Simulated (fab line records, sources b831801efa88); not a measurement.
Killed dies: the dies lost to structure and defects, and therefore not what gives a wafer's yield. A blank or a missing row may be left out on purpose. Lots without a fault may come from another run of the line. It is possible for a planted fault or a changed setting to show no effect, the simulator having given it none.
fab line records -- flow gf180mcu
record: lots: 5, wafers: 23
route steps=602 shown STI@4 DNWELL@34 NWELL@51 LVPWELL@62 MVSD@69 VT_IMPLANT@98 HV_LDD@182
start_h: start of the lot's first displayed wafer, in hours after the record's first day -- wait_h: hours since the lot's step before -- " the same as in the row above -- L1.1+2: several wafers, shown together as one row -- - no value, or no start given -- * or withheld: withheld -- < > ~ a bound
route shown NAME@n: a module of which the file shows steps, and the number in the route of the first -- usual: the fault-free wafers' mean and standard deviation -- same: alike in all rows -- chamber/n: place in a boat -- sites: per-site readings -- _std_site: how widely they spread, as a standard deviation -- _edge_site: inner sites' mean taken away from outer sites' mean -- radius_mm: for every site, how far away it sits from the centre of the wafer -- mask NAME#n: copy n -- behind: the last tool/chamber to shape the wafer -- hold: what put the lot on hold/how long, in hours/how the hold closed -- device: the transistor (n, p or np) that didn't switch -- end of line: tests run on the same wafers once the route is complete -- a step given without rows: its recipe and nothing more -- killed: dies lost to structure and defects at the first sort, not the wafer's yield -- map: per-die view of a wafer (x killed, . not killed, _ where there is no die)
set.NAME: the run value of the setting; set.NAME@STEP: its run value at that earlier step -- model.NAME: the simulator's own value behind a step, which no gauge read
lots with deliberately changed settings; one table per step, one row per wafer
== steps ==
step: GF_STI_CVD_03
recipe: material: Si3N4, precursor: DCS/NH3, target_thk_nm: 207.16, temp_c: 770, time_s: 3551, pressure_mtorr: 250
lot.wafer,tool,chamber,start_h,wait_h,set.temp_c,model.Si3N4_of_STI_CVD_03.thk_nm
L079.1,-,-,-,0.1,770,211.9
L079.3,-,-,-,0.1,770,213.3
L079.4,-,-,-,0.1,770,211.8
L079.5,-,-,-,0.1,770,212.4
L079.6,-,-,-,0.1,770,210.7
L080.1,-,-,-,0.1,760.7,179
L080.2,-,-,-,0.1,760.7,176.2
L080.3+5,-,-,-,0.1,760.7,177.3
L080.4,-,-,-,0.1,760.7,178.2
L081.1,-,-,-,0.1,780.5,255.2
L081.2,-,-,-,0.1,780.5,257.1
L081.3,-,-,-,0.1,780.5,254.7
L081.5,-,-,-,0.1,780.5,256.2
L081.6,-,-,-,0.1,780.5,257.3
L082.1,-,-,-,0.1,792.5,318.9
L082.2,-,-,-,0.1,792.5,318.3
L082.3,-,-,-,0.1,792.5,320
L082.4,-,-,-,0.1,792.5,319
L082.5,-,-,-,0.1,792.5,319.3
L085.3,lpcvd-02,0,71.74,0.0,770,208.6
L085.4,lpcvd-02,0,71.74,0.0,770,208.4
L085.6,lpcvd-02,0,71.74,0.0,770,207.2
step: GF_STI_THK_MEAS_04
recipe: reads: Si3N4_of_STI_CVD_03
usual: STI_CVD_03_THK: 208.4/2.5
lot.wafer,tool,chamber,start_h,wait_h,set.temp_c@STI_CVD_03,STI_CVD_03_THK[nm]
L079.1,film_metro-04,-,-,-,770,211.8
L079.3,film_metro-04,-,-,-,770,213.3
L079.4,film_metro-04,-,-,-,770,211.8
L079.5,film_metro-04,-,-,-,770,212.6
L079.6,film_metro-04,-,-,-,770,210.7
L080.1,film_metro-03,-,-,-,760.7,179.0
L080.2,film_metro-03,-,-,-,760.7,176.2
L080.3,film_metro-03,-,-,-,760.7,177.5
L080.4,film_metro-03,-,-,-,760.7,178.1
L080.5,film_metro-03,-,-,-,760.7,177.3
L081.1,film_metro-04,-,-,-,780.5,255.0
L081.2,film_metro-04,-,-,-,780.5,257.1
L081.3,film_metro-04,-,-,-,780.5,254.7
L081.5,film_metro-04,-,-,-,780.5,256.2
L081.6,film_metro-04,-,-,-,780.5,257.2
L082.1,film_metro-04,-,-,-,792.5,319.0
L082.2,film_metro-04,-,-,-,792.5,318.4
L082.3,film_metro-04,-,-,-,792.5,320.2
L082.4,film_metro-04,-,-,-,792.5,319.3
L082.5,film_metro-04,-,-,-,792.5,319.1
L085.3,film_metro-02,-,74.74,0.0,770,208.6
L085.4,film_metro-02,-,74.74,0.0,770,208.4
L085.6,film_metro-02,-,74.74,0.0,770,207.0
step: GF_STI_DEVELOP_11
recipe: develop_time_s: 60, dev_temp_c: 21
lot.wafer,tool,chamber,start_h,wait_h,set.develop_time_s
L079.1+3+5,litho_track-03,0,49.52,0.2,55.03
L079.4+6,litho_track-03,0,49.52,0.2,60
L081.1+3+6,litho_track-03,0,61.32,0.2,55.53
L081.2+5,litho_track-03,0,61.32,0.2,60
L080.1+4+5,litho_track-02,0,61.72,0.2,56.01
L080.2+3,litho_track-02,0,61.72,0.2,60
L082.1+5,litho_track-02,0,71.87,0.2,51.35
L082.2+3+4,litho_track-02,0,71.87,0.2,60
L085.3+4+6,litho_track-01,0,87.28,0.1,60
step: GF_STI_ETCH_13
recipe: chemistry: CHF3/O2, stop_on: Si, over_etch_frac: 0.3, target_depth_a: 2823.1, source_w: 600, bias_w: 200, pressure_mtorr: 40, chf3_flow_sccm: 50, O2_flow_sccm: 5, time_s: 112.9
usual: oes_product_au: 0.835/0.0068
lot.wafer,tool,chamber,start_h,wait_h,set.temp_c@STI_CVD_03,oes_product_au
L079.1,rie_diel-04,2,49.79,0.1,770,0.846
L079.3,rie_diel-04,1,49.79,0.1,770,0.847
L079.4,rie_diel-04,0,49.79,0.1,770,0.839
L079.5,rie_diel-04,0,49.79,0.1,770,0.850
L079.6,rie_diel-04,3,49.79,0.1,770,0.836
L081.1,rie_diel-02,2,61.59,0.1,780.5,0.932
L081.2,rie_diel-02,0,61.59,0.1,780.5,0.944
L081.3,rie_diel-02,3,61.59,0.1,780.5,0.938
L081.5,rie_diel-02,2,61.59,0.1,780.5,0.937
L081.6,rie_diel-02,1,61.59,0.1,780.5,0.933
L080.1,rie_diel-01,0,61.99,0.1,760.7,0.778
L080.2,rie_diel-01,3,61.99,0.1,760.7,0.763
L080.3,rie_diel-01,2,61.99,0.1,760.7,0.757
L080.4,rie_diel-01,1,61.99,0.1,760.7,0.767
L080.5,rie_diel-01,0,61.99,0.1,760.7,0.757
L082.1,rie_diel-02,1,72.14,0.1,792.5,1.007
L082.2,rie_diel-02,3,72.14,0.1,792.5,1.001
L082.3,rie_diel-02,0,72.14,0.1,792.5,1.003
L082.4,rie_diel-02,2,72.14,0.1,792.5,1.002
L082.5,rie_diel-02,2,72.14,0.1,792.5,0.999
L085.3,rie_diel-01,2,87.50,0.1,770,0.829
L085.4,rie_diel-01,3,87.50,0.1,770,0.834
L085.6,rie_diel-01,3,87.50,0.1,770,0.838
step: GF_DNWELL_COAT_02
recipe: spin_rpm: 2000, resist_thk_nm: 3000
lot.wafer,tool,chamber,start_h,wait_h,set.resist_thk_nm,model.coat_of_DNWELL_COAT_02.thk_nm
L079.1,litho_track-04,0,68.46,0.1,2895,2873
L079.3,litho_track-04,0,68.46,0.1,2895,2889
L079.4,litho_track-04,0,68.46,0.1,3000,2993
L079.5+6,litho_track-04,0,68.46,0.1,3000,2995
L081.1,litho_track-03,0,77.97,0.1,2940,2934
L081.2,litho_track-03,0,77.97,0.1,3000,2988
L081.3,litho_track-03,0,77.97,0.1,2940,2937
L081.5,litho_track-03,0,77.97,0.1,3000,3001
L081.6,litho_track-03,0,77.97,0.1,3000,3003
L080.1,litho_track-04,0,78.21,0.1,2851,2849
L080.2,litho_track-04,0,78.21,0.1,3000,2987
L080.3,litho_track-04,0,78.21,0.1,2851,2843
L080.4,litho_track-04,0,78.21,0.1,2851,2845
L080.5,litho_track-04,0,78.21,0.1,3000,2993
L082.1,litho_track-04,0,85.81,0.1,3000,2992
L082.2,litho_track-04,0,85.81,0.1,3000,2978
L082.3,litho_track-04,0,85.81,0.1,3000,2983
L082.4,litho_track-04,0,85.81,0.1,3000,2984
L082.5,litho_track-04,0,85.81,0.1,3000,2985
L085.3,litho_track-03,0,101.52,0.1,3000,2997
L085.4,litho_track-03,0,101.52,0.1,3000,2993
L085.6,litho_track-03,0,101.52,0.1,3000,2999
step: GF_DNWELL_SOFTBAKE_03
recipe: temp_c: 110, time_s: withheld
step: GF_DNWELL_EXPOSE_04
recipe: mask_id: DNWELL, target_cd_nm: 1700, na: 0.6, source_shape: conventional, sigma_outer: 0.6, dose_mj: 260
step: GF_DNWELL_DEVELOP_06
recipe: wall_angle_deg: 90, develop_time_s: 60, dev_temp_c: 23
step: GF_DNWELL_IMPLANT_07
recipe: species: P, energy_kev: 1500, dose_cm2: 1e+13, tilt_deg: 0
step: GF_DNWELL_STRIP_08
recipe: chemistry: O2/N2, power_w: 1400, pressure_mtorr: 1500, platen_temp_c: 250, o2_flow_sccm: 3000, n2_flow_sccm: 300, overash_fraction: 0.5
usual: strip_time_to_endpoint_s: 36.91/0.093
lot.wafer,tool,chamber,start_h,wait_h,set.resist_thk_nm@DNWELL_COAT_02,strip_time_to_endpoint_s
L079.1,plasma_asher-01,1,75.22,0.1,2895,35.50
L079.3,plasma_asher-01,0,75.22,0.1,2895,35.67
L079.4,plasma_asher-01,1,75.22,0.1,3000,36.85
L079.5,plasma_asher-01,1,75.22,0.1,3000,36.89
L079.6,plasma_asher-01,0,75.22,0.1,3000,36.89
L081.1,plasma_asher-02,1,85.27,0.1,2940,36.21
L081.2,plasma_asher-02,0,85.27,0.1,3000,36.80
L081.3,plasma_asher-02,0,85.27,0.1,2940,36.24
L081.5,plasma_asher-02,1,85.27,0.1,3000,36.94
L081.6,plasma_asher-02,0,85.27,0.1,3000,37.00
L080.1,plasma_asher-03,1,85.66,0.1,2851,35.24
L080.2,plasma_asher-03,0,85.66,0.1,3000,36.79
L080.3,plasma_asher-03,0,85.66,0.1,2851,35.17
L080.4,plasma_asher-03,1,85.66,0.1,2851,35.19
L080.5,plasma_asher-03,1,85.66,0.1,3000,36.87
L082.1,plasma_asher-01,1,93.11,0.1,3000,36.86
L082.2,plasma_asher-01,0,93.11,0.1,3000,36.70
L082.3,plasma_asher-01,0,93.11,0.1,3000,36.75
L082.4,plasma_asher-01,1,93.11,0.1,3000,36.78
L082.5,plasma_asher-01,0,93.11,0.1,3000,36.76
L085.3,plasma_asher-01,1,109.00,0.1,3000,36.91
L085.4,plasma_asher-01,0,109.00,0.1,3000,36.87
L085.6,plasma_asher-01,0,109.00,0.1,3000,36.93
step: GF_NWELL_IMPLANT_09
recipe: species: P, energy_kev: 160, dose_cm2: 4e+12, tilt_deg: 0
lot.wafer,tool,chamber,start_h,wait_h,set.energy_kev,model.implant.rp_nm,model.implant.drp_nm
L079.1+3+4,implanter-04,0,87.92,0.1,160,202.1,65.9
L079.5+6,implanter-04,0,87.92,0.1,166,209.9,67.7
L081.1+2+3+5+6,implanter-02,0,99.00,0.1,160,199.1,65.9
L080.1+2+3+4+5,implanter-01,0,99.12,0.1,160,202.6,65.9
L082.1+2+3,implanter-02,0,107.40,0.1,171.2,210.6,69.26
L082.4+5,implanter-02,0,107.40,0.1,160,196.5,65.9
L085.3+4+6,implanter-01,0,123.42,0.1,160,204.1,65.9
step: GF_LVPWELL_IMPLANT_08
recipe: species: B, energy_kev: 170, dose_cm2: 1.5e+13, tilt_deg: 0
lot.wafer,tool,chamber,start_h,wait_h,set.energy_kev,model.implant.rp_nm,model.implant.drp_nm
L079.1+4+5,implanter-03,0,101.92,0.0,170,495.1,102.4
L079.3+6,implanter-03,0,101.92,0.0,180.5,518.5,104.1
L081.1+2+3,implanter-02,0,113.70,0.0,155.3,456.1,98.93
L081.5+6,implanter-02,0,113.70,0.0,170,488.6,102.4
L080.1+2+3+4+5,implanter-03,0,113.70,0.0,170,476.8,102.4
L082.1+2+5,implanter-02,0,122.20,0.0,170,509.9,102.4
L082.3+4,implanter-02,0,122.20,0.0,179.7,532.2,103.9
L085.3+4+6,implanter-02,0,138.80,0.1,170,481.2,102.4
step: GF_MVSD_SOFTBAKE_03
recipe: temp_c: 110, time_s: withheld
lot.wafer,tool,chamber,start_h,wait_h,set.temp_c
L079.1+4,litho_track-01,0,108.68,0.1,110
L079.3+5+6,litho_track-01,0,108.68,0.1,112.9
L081.1+2+6,litho_track-03,0,121.02,0.1,112.9
L081.3+5,litho_track-03,0,121.02,0.1,110
L080.1+3+5,litho_track-01,0,121.33,0.1,110
L080.2+4,litho_track-01,0,121.33,0.1,107.9
L082.1+2+3+4+5,litho_track-03,0,130.02,0.1,110
L085.3+4+6,litho_track-03,0,146.93,0.1,110
step: GF_MVSD_IMPLANT_08
recipe: species: P, energy_kev: 400, dose_cm2: 1.6e+13, tilt_deg: 0
lot.wafer,tool,chamber,start_h,wait_h,set.dose_cm2
L079.1+3+5,implanter-01,0,116.35,0.0,1.828e+13
L079.4+6,implanter-01,0,116.35,0.0,1.6e+13
L081.1+2+3+5+6,implanter-03,0,128.90,0.0,1.6e+13
L080.1+5,implanter-01,0,129.25,0.0,1.6e+13
L080.2+3+4,implanter-01,0,129.25,0.0,1.405e+13
L082.1+2+3+4+5,implanter-03,0,138.16,0.0,1.6e+13
L085.3+4+6,implanter-01,0,154.72,0.1,1.6e+13
step: GF_MVSD_IMPLANT_09
recipe: species: P, energy_kev: 100, dose_cm2: 5e+12, tilt_deg: 0
step: GF_MVSD_STRIP_10
recipe: chemistry: O2/N2, power_w: 1400, pressure_mtorr: 1500, platen_temp_c: 250, o2_flow_sccm: 3000, n2_flow_sccm: 300, overash_fraction: 0.5
usual: strip_time_to_endpoint_s: 36.72/0.11
lot.wafer,tool,chamber,start_h,wait_h,set.temp_c@MVSD_SOFTBAKE_03,strip_time_to_endpoint_s
L079.1,plasma_asher-03,1,116.65,0.1,110,36.93
L079.3,plasma_asher-03,0,116.65,0.1,112.9,36.64
L079.4,plasma_asher-03,1,116.65,0.1,110,36.96
L079.5,plasma_asher-03,1,116.65,0.1,112.9,36.69
L079.6,plasma_asher-03,0,116.65,0.1,112.9,36.63
L081.1,plasma_asher-03,0,129.20,0.1,112.9,36.55
L081.2,plasma_asher-03,1,129.20,0.1,112.9,36.54
L081.3,plasma_asher-03,0,129.20,0.1,110,36.75
L081.5,plasma_asher-03,1,129.20,0.1,110,36.81
L081.6,plasma_asher-03,0,129.20,0.1,112.9,36.45
L080.1,plasma_asher-04,1,129.55,0.1,110,36.76
L080.2,plasma_asher-04,0,129.55,0.1,107.9,36.90
L080.3,plasma_asher-04,0,129.55,0.1,110,36.71
L080.4,plasma_asher-04,1,129.55,0.1,107.9,36.94
L080.5,plasma_asher-04,1,129.55,0.1,110,36.78
L082.1,plasma_asher-02,1,138.46,0.1,110,36.70
L082.2,plasma_asher-02,0,138.46,0.1,110,36.78
L082.3,plasma_asher-02,0,138.46,0.1,110,36.71
L082.4,plasma_asher-02,1,138.46,0.1,110,36.74
L082.5,plasma_asher-02,1,138.46,0.1,110,36.63
L085.3,plasma_asher-04,0,155.00,0.1,110,36.80
L085.4,plasma_asher-04,1,155.00,0.1,110,36.79
L085.6,plasma_asher-04,1,155.00,0.1,110,36.80
step: GF_MVSD_TW_MEAS_11
usual: MVSD_TW: 1572/11
lot.wafer,tool,chamber,start_h,wait_h,set.dose_cm2@MVSD_IMPLANT_08,MVSD_TW
L079.1,film_metro-01,-,116.75,0.1,1.828e+13,1618
L079.3,film_metro-01,-,116.75,0.1,1.828e+13,1623
L079.4,film_metro-01,-,116.75,0.1,1.6e+13,1555
L079.5,film_metro-01,-,116.75,0.1,1.828e+13,1624
L079.6,film_metro-01,-,116.75,0.1,1.6e+13,1571
L081.1,film_metro-02,-,129.30,0.1,1.6e+13,1579
L081.2,film_metro-02,-,129.30,0.1,1.6e+13,1578
L081.3,film_metro-02,-,129.30,0.1,1.6e+13,1575
L081.5,film_metro-02,-,129.30,0.1,1.6e+13,1585
L081.6,film_metro-02,-,129.30,0.1,1.6e+13,1575
L080.1,film_metro-03,-,129.65,0.1,1.6e+13,1570
L080.2,film_metro-03,-,129.65,0.1,1.405e+13,1523
L080.3,film_metro-03,-,129.65,0.1,1.405e+13,1518
L080.4,film_metro-03,-,129.65,0.1,1.405e+13,1521
L080.5,film_metro-03,-,129.65,0.1,1.6e+13,1577
L082.1,film_metro-03,-,138.56,0.1,1.6e+13,1570
L082.2,film_metro-03,-,138.56,0.1,1.6e+13,1570
L082.3,film_metro-03,-,138.56,0.1,1.6e+13,1571
L082.4,film_metro-03,-,138.56,0.1,1.6e+13,1578
L082.5,film_metro-03,-,138.56,0.1,1.6e+13,1570
L085.3,film_metro-02,-,155.09,0.1,1.6e+13,1573
L085.4,film_metro-02,-,155.09,0.1,1.6e+13,1577
L085.6,film_metro-02,-,155.09,0.1,1.6e+13,1577
step: GF_VT_IMPLANT_IMPLANT_08
recipe: species: BF2, energy_kev: 20, dose_cm2: 8.29e+12, tilt_deg: 7
lot.wafer,tool,chamber,start_h,wait_h,set.energy_kev,model.implant.rp_nm,model.implant.drp_nm
L079.1+3+4,implanter-04,0,147.87,0.0,20,17.14,9.752
L079.5+6,implanter-04,0,147.87,0.0,18.47,16.11,9.221
L081.1+2+3+5+6,implanter-02,0,159.92,0.0,20,17.94,9.752
L080.1+3,implanter-02,0,160.26,0.0,21.23,18.53,10.17
L080.2+4+5,implanter-02,0,160.26,0.0,20,17.69,9.752
L082.1+4,implanter-02,0,169.21,0.0,20,17.8,9.752
L082.2+3+5,implanter-02,0,169.21,0.0,19.29,17.31,9.507
L085.3+4+6,implanter-04,0,187.12,0.1,20,17.35,9.752
step: GF_VT_IMPLANT_STRIP_09
recipe: chemistry: O2/N2, power_w: 1400, pressure_mtorr: 1500, platen_temp_c: 250, o2_flow_sccm: 3000, n2_flow_sccm: 300, overash_fraction: 0.5
step: GF_VT_IMPLANT_TW_MEAS_10
usual: VT_IMPLANT_TW: 562/5.2
lot.wafer,tool,chamber,start_h,wait_h,set.energy_kev@VT_IMPLANT_IMPLANT_08,VT_IMPLANT_TW
L079.1,film_metro-04,-,148.12,0.1,20,565
L079.3,film_metro-04,-,148.12,0.1,20,569
L079.4,film_metro-04,-,148.12,0.1,20,570
L079.5,film_metro-04,-,148.12,0.1,18.47,557
L079.6,film_metro-04,-,148.12,0.1,18.47,557
L081.1,film_metro-02,-,160.17,0.1,20,560
L081.2,film_metro-02,-,160.17,0.1,20,557
L081.3,film_metro-02,-,160.17,0.1,20,563
L081.5,film_metro-02,-,160.17,0.1,20,560
L081.6,film_metro-02,-,160.17,0.1,20,559
L080.1,film_metro-04,-,160.51,0.1,21.23,579
L080.2,film_metro-04,-,160.51,0.1,20,570
L080.3,film_metro-04,-,160.51,0.1,21.23,577
L080.4,film_metro-04,-,160.51,0.1,20,568
L080.5,film_metro-04,-,160.51,0.1,20,566
L082.1,film_metro-04,-,169.46,0.1,20,576
L082.2,film_metro-04,-,169.46,0.1,19.29,564
L082.3,film_metro-04,-,169.46,0.1,19.29,568
L082.4,film_metro-04,-,169.46,0.1,20,574
L082.5,film_metro-04,-,169.46,0.1,19.29,567
L085.3,film_metro-01,-,187.34,0.1,20,559
L085.4,film_metro-01,-,187.34,0.1,20,557
L085.6,film_metro-01,-,187.34,0.1,20,560
step: GF_HV_LDD_DEVELOP_06
recipe: develop_time_s: 60, dev_temp_c: 23
lot.wafer,tool,chamber,start_h,wait_h,set.develop_time_s
L079.1+5+6,litho_track-04,0,257.01,0.1,63.37
L079.3+4,litho_track-04,0,257.01,0.1,60
L081.1+2,litho_track-03,0,271.57,0.1,63.14
L081.3+5+6,litho_track-03,0,271.57,0.1,60
L080.1+3,litho_track-03,0,275.77,0.1,52.06
L080.2+4+5,litho_track-03,0,275.77,0.1,60
L082.1+2,litho_track-02,0,285.02,0.1,60
L082.3+4+5,litho_track-02,0,285.02,0.1,53.92
L085.3+4+6,litho_track-03,0,305.47,0.1,60
step: GF_HV_LDD_CD_MEAS_07
recipe: target_cd_nm: 400
usual: cd_nm: 399.0/2
lot.wafer,tool,chamber,start_h,wait_h,set.develop_time_s@HV_LDD_DEVELOP_06,cd_nm
L079.1,cd_sem-01,-,257.16,0.1,63.37,403.5
L079.3,cd_sem-01,-,257.16,0.1,60,396.8
L079.4,cd_sem-01,-,257.16,0.1,60,399.8
L079.5,cd_sem-01,-,257.16,0.1,63.37,404.4
L079.6,cd_sem-01,-,257.16,0.1,63.37,403.9
L081.1,cd_sem-02,-,271.72,0.1,63.14,405.2
L081.2,cd_sem-02,-,271.72,0.1,63.14,407.7
L081.3,cd_sem-02,-,271.72,0.1,60,400.3
L081.5,cd_sem-02,-,271.72,0.1,60,401.7
L081.6,cd_sem-02,-,271.72,0.1,60,402.5
L080.1,cd_sem-01,-,275.92,0.1,52.06,384.8
L080.2,cd_sem-01,-,275.92,0.1,60,397.0
L080.3,cd_sem-01,-,275.92,0.1,52.06,383.6
L080.4,cd_sem-01,-,275.92,0.1,60,395.8
L080.5,cd_sem-01,-,275.92,0.1,60,398.3
L082.1,cd_sem-01,-,285.17,0.1,60,400.2
L082.2,cd_sem-01,-,285.17,0.1,60,396.6
L082.3,cd_sem-01,-,285.17,0.1,53.92,387.8
L082.4,cd_sem-01,-,285.17,0.1,53.92,386.5
L082.5,cd_sem-01,-,285.17,0.1,53.92,388.0
L085.3,cd_sem-02,-,305.61,0.1,60,399.7
L085.4,cd_sem-02,-,305.61,0.1,60,401.8
L085.6,cd_sem-02,-,305.61,0.1,60,399.2
step: GF_HV_LDD_COAT_14
recipe: resist: NOVOLAK, spin_rpm: 3000, resist_thk_nm: 1000
lot.wafer,tool,chamber,start_h,wait_h,set.resist_thk_nm,model.NOVOLAK_of_HV_LDD_COAT_14.thk_nm
L079.1,litho_track-04,0,266.46,0.1,954,956.3
L079.3,litho_track-04,0,266.46,0.1,954,956.9
L079.4+6,litho_track-04,0,266.46,0.1,1000,1001
L079.5,litho_track-04,0,266.46,0.1,1000,1006
L081.1+5,litho_track-03,0,281.27,0.1,1000,1005
L081.2,litho_track-03,0,281.27,0.1,1029,1032
L081.3,litho_track-03,0,281.27,0.1,1029,1029
L081.6,litho_track-03,0,281.27,0.1,1000,1001
L080.1,litho_track-04,0,285.96,0.1,954.7,955.1
L080.2,litho_track-04,0,285.96,0.1,954.7,958.3
L080.3,litho_track-04,0,285.96,0.1,954.7,957.5
L080.4,litho_track-04,0,285.96,0.1,1000,1003
L080.5,litho_track-04,0,285.96,0.1,1000,1002
L082.1,litho_track-02,0,294.67,0.1,969,963.1
L082.2,litho_track-02,0,294.67,0.1,1000,997.3
L082.3,litho_track-02,0,294.67,0.1,969,963.4
L082.4,litho_track-02,0,294.67,0.1,1000,997.5
L082.5,litho_track-02,0,294.67,0.1,969,967.5
L085.3,litho_track-02,0,315.37,0.1,1000,999.1
L085.4,litho_track-02,0,315.37,0.1,1000,999
L085.6,litho_track-02,0,315.37,0.1,1000,997.7
step: GF_HV_LDD_IMPLANT_21
recipe: species: BF2, energy_kev: 25, dose_cm2: 5e+13, tilt_deg: 7
lot.wafer,tool,chamber,start_h,wait_h,set.dose_cm2
L079.1+3+6,implanter-04,0,276.17,0.0,5e+13
L079.4+5,implanter-04,0,276.17,0.0,4.419e+13
L081.1+3,implanter-04,0,291.68,0.0,4.419e+13
L081.2+5+6,implanter-04,0,291.68,0.0,5e+13
L080.1+2+3+4+5,implanter-04,0,295.77,0.0,5e+13
L082.1+5,implanter-02,0,305.57,0.0,4.74e+13
L082.2+3+4,implanter-02,0,305.57,0.0,5e+13
L085.3+4+6,implanter-03,0,326.52,0.1,5e+13
step: GF_HV_LDD_STRIP_22
recipe: chemistry: O2/N2, power_w: 1400, pressure_mtorr: 1500, platen_temp_c: 250, o2_flow_sccm: 3000, n2_flow_sccm: 300, overash_fraction: 0.5
usual: strip_time_to_endpoint_s: 12.65/0.033
lot.wafer,tool,chamber,start_h,wait_h,set.resist_thk_nm@HV_LDD_COAT_14,strip_time_to_endpoint_s
L079.1,plasma_asher-02,0,276.32,0.1,954,12.12
L079.3,plasma_asher-02,1,276.32,0.1,954,12.14
L079.4,plasma_asher-02,0,276.32,0.1,1000,12.65
L079.5,plasma_asher-02,1,276.32,0.1,1000,12.69
L079.6,plasma_asher-02,0,276.32,0.1,1000,12.64
L081.1,plasma_asher-02,0,291.83,0.1,1000,12.70
L081.2,plasma_asher-02,1,291.83,0.1,1029,12.94
L081.3,plasma_asher-02,1,291.83,0.1,1029,12.91
L081.5,plasma_asher-02,0,291.83,0.1,1000,12.68
L081.6,plasma_asher-02,1,291.83,0.1,1000,12.64
L080.1,plasma_asher-03,0,295.92,0.1,954.7,12.09
L080.2,plasma_asher-03,1,295.92,0.1,954.7,12.14
L080.3,plasma_asher-03,0,295.92,0.1,954.7,12.13
L080.4,plasma_asher-03,1,295.92,0.1,1000,12.66
L080.5,plasma_asher-03,1,295.92,0.1,1000,12.64
L082.1,plasma_asher-03,0,305.72,0.1,969,12.21
L082.2,plasma_asher-03,1,305.72,0.1,1000,12.59
L082.3,plasma_asher-03,1,305.72,0.1,969,12.21
L082.4,plasma_asher-03,0,305.72,0.1,1000,12.60
L082.5,plasma_asher-03,1,305.72,0.1,969,12.26
L085.3,plasma_asher-03,0,326.65,0.1,1000,12.62
L085.4,plasma_asher-03,1,326.65,0.1,1000,12.62
L085.6,plasma_asher-03,1,326.65,0.1,1000,12.59
step: GF_HV_LDD_TW_MEAS_23
usual: HV_LDD_2_TW: 1053/10
lot.wafer,tool,chamber,start_h,wait_h,set.dose_cm2@HV_LDD_IMPLANT_21,HV_LDD_2_TW
L079.1,film_metro-01,-,276.42,0.1,5e+13,1039
L079.3,film_metro-01,-,276.42,0.1,5e+13,1048
L079.4,film_metro-01,-,276.42,0.1,4.419e+13,1010
L079.5,film_metro-01,-,276.42,0.1,4.419e+13,1007
L079.6,film_metro-01,-,276.42,0.1,5e+13,1048
L081.1,film_metro-03,-,291.93,0.1,4.419e+13,1017
L081.2,film_metro-03,-,291.93,0.1,5e+13,1058
L081.3,film_metro-03,-,291.93,0.1,4.419e+13,1019
L081.5,film_metro-03,-,291.93,0.1,5e+13,1056
L081.6,film_metro-03,-,291.93,0.1,5e+13,1059
L080.1,film_metro-02,-,296.02,0.1,5e+13,1051
L080.2,film_metro-02,-,296.02,0.1,5e+13,1049
L080.3,film_metro-02,-,296.02,0.1,5e+13,1056
L080.4,film_metro-02,-,296.02,0.1,5e+13,1053
L080.5,film_metro-02,-,296.02,0.1,5e+13,1054
L082.1,film_metro-01,-,305.82,0.1,4.74e+13,1017
L082.2,film_metro-01,-,305.82,0.1,5e+13,1035
L082.3,film_metro-01,-,305.82,0.1,5e+13,1033
L082.4,film_metro-01,-,305.82,0.1,5e+13,1032
L082.5,film_metro-01,-,305.82,0.1,4.74e+13,1016
L085.3,film_metro-03,-,326.74,0.1,5e+13,1057
L085.4,film_metro-03,-,326.74,0.1,5e+13,1059
L085.6,film_metro-03,-,326.74,0.1,5e+13,1062
== key ==
split: step: GF_STI_CVD_03, setting: temp_c, stated: 770, by: lot
response: step: GF_STI_CVD_03, reading: model.Si3N4_of_STI_CVD_03.thk_nm, change: +34.5, per: 1%, r: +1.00
response: step: GF_STI_THK_MEAS_04, reading: STI_CVD_03_THK, change: +34.5, per: 1%, r: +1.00
response: step: GF_STI_ETCH_13, reading: oes_product_au, change: +0.0587, per: 1%, r: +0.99
split: step: GF_STI_DEVELOP_11, setting: develop_time_s, stated: 60, by: wafer
response none clear
split: step: GF_DNWELL_COAT_02, setting: resist_thk_nm, stated: 3000, by: wafer
response: step: GF_DNWELL_COAT_02, reading: model.coat_of_DNWELL_COAT_02.thk_nm, change: +30.3, per: 1%, r: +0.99
response: step: GF_DNWELL_STRIP_08, reading: strip_time_to_endpoint_s, change: *, per: 1%, r: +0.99
split: step: GF_NWELL_IMPLANT_09, setting: energy_kev, stated: 160, by: wafer
response: step: GF_NWELL_IMPLANT_09, reading: model.implant.rp_nm, change: +2.04, per: 1%, r: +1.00
response: step: GF_NWELL_IMPLANT_09, reading: model.implant.drp_nm, change: +0.48, per: 1%, r: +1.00
split: step: GF_LVPWELL_IMPLANT_08, setting: energy_kev, stated: 170, by: wafer
response: step: GF_LVPWELL_IMPLANT_08, reading: model.implant.rp_nm, change: +3.8, per: 1%, r: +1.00
response: step: GF_LVPWELL_IMPLANT_08, reading: model.implant.drp_nm, change: +0.337, per: 1%, r: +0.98
split: step: GF_MVSD_SOFTBAKE_03, setting: temp_c, stated: 110, by: wafer
response: step: GF_MVSD_STRIP_10, reading: strip_time_to_endpoint_s, change: *, per: 1%, r: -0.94
split: step: GF_MVSD_IMPLANT_08, setting: dose_cm2, stated: 1.6e+13, by: wafer
response: step: GF_MVSD_TW_MEAS_11, reading: MVSD_TW, change: +4.21, per: 1%, r: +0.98
split: step: GF_VT_IMPLANT_IMPLANT_08, setting: energy_kev, stated: 20, by: wafer
response: step: GF_VT_IMPLANT_IMPLANT_08, reading: model.implant.rp_nm, change: +0.136, per: 1%, r: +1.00
response: step: GF_VT_IMPLANT_IMPLANT_08, reading: model.implant.drp_nm, change: +0.0688, per: 1%, r: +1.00
response: step: GF_VT_IMPLANT_TW_MEAS_10, reading: VT_IMPLANT_TW, change: +1.62, per: 1%, r: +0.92
split: step: GF_HV_LDD_DEVELOP_06, setting: develop_time_s, stated: 60, by: wafer
response: step: GF_HV_LDD_CD_MEAS_07, reading: cd_nm, change: +1.01, per: 1%, r: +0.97
split: step: GF_HV_LDD_COAT_14, setting: resist_thk_nm, stated: 1000, by: wafer
response: step: GF_HV_LDD_COAT_14, reading: model.NOVOLAK_of_HV_LDD_COAT_14.thk_nm, change: +10, per: 1%, r: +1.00
response: step: GF_HV_LDD_STRIP_22, reading: strip_time_to_endpoint_s, change: *, per: 1%, r: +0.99
split: step: GF_HV_LDD_IMPLANT_21, setting: dose_cm2, stated: 5e+13, by: wafer
response: step: GF_HV_LDD_TW_MEAS_23, reading: HV_LDD_2_TW, change: +3.26, per: 1%, r: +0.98
